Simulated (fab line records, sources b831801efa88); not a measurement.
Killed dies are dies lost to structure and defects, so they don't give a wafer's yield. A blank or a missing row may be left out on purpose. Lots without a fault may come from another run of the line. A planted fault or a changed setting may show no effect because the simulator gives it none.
Which tool did it? | flow gf180mcu | 6 lots, 18 wafers sampled, at 3 steps of a route of 602

WHAT THE GAUGES READ, wafer by wafer
GF_VT_IMPLANT_TW_MEAS_21.
lot  | measured     | on            | VT_IMPLANT_2_TW
L238 | day 6 17:36  | film_metro-04 | 1209 1222 1226
L243 | day 8 07:07  | film_metro-01 | 1237 1243 1238
L253 | day 10 16:34 | film_metro-02 | 1213 1215 1205
L255 | day 11 06:01 | film_metro-01 | 770 767 768
L257 | day 11 18:46 | film_metro-04 | 1212 1206 1211
L259 | day 12 10:01 | film_metro-02 | 1211 1213 1213

WHICH TOOL RAN EACH LOT (tool, then ch and the chambers of the sampled wafers, then the start)
lot  | GF_STI_STRIP_15                     | GF_VT_IMPLANT_IMPLANT_19
L238 | plasma_asher-03 ch 0,1, day 2 12:23 | implanter-01 ch 0, day 6 17:19
L243 | plasma_asher-02 ch 0,1, day 3 15:00 | implanter-03 ch 0, day 8 06:52
L253 | plasma_asher-02 ch 0,1, day 5 17:22 | implanter-01 ch 0, day 10 16:19
L255 | plasma_asher-02 ch 0, day 6 04:00   | implanter-03 ch 0, day 11 05:47
L257 | plasma_asher-03 ch 0,1, day 6 14:24 | implanter-01 ch 0, day 11 18:31
L259 | plasma_asher-02 ch 0,1, day 7 02:28 | implanter-01 ch 0, day 12 09:46
- GF_STI_STRIP_15: strips in O2/N2.
- GF_VT_IMPLANT_IMPLANT_19

THE ANSWER, worked out from the rows above alone
Rule: what is usual is taken from the lots themselves. Put in order of their means at a reading, lots are off if they are a third of the lots or fewer, leave a main group of 4 or more, and stand apart from it by a gap of 3 or more times the standard deviation of the main group's means; of several such gaps the widest counts. A main group whose means are all the same, to the digits that the tables above print for the reading, isn't used. A lot without any number at a reading at which 4 lots or more have one is off too. The other lots that the step has rows for count as sound.
Off: L255, at GF_VT_IMPLANT_TW_MEAS_21 (VT_IMPLANT_2_TW). The main group: mean 1218, standard deviation 11.
A tool fits if, at a process step before that reading, it ran every lot that is off, and no sound lot after the first of them. The gauges at GF_VT_IMPLANT_TW_MEAS_21 are tried like those tools. Can't be told from this: 2 tools fit, implanter-03 at GF_VT_IMPLANT_IMPLANT_19, film_metro-01 at GF_VT_IMPLANT_TW_MEAS_21.

WHAT THE SIMULATOR HAD PUT IN
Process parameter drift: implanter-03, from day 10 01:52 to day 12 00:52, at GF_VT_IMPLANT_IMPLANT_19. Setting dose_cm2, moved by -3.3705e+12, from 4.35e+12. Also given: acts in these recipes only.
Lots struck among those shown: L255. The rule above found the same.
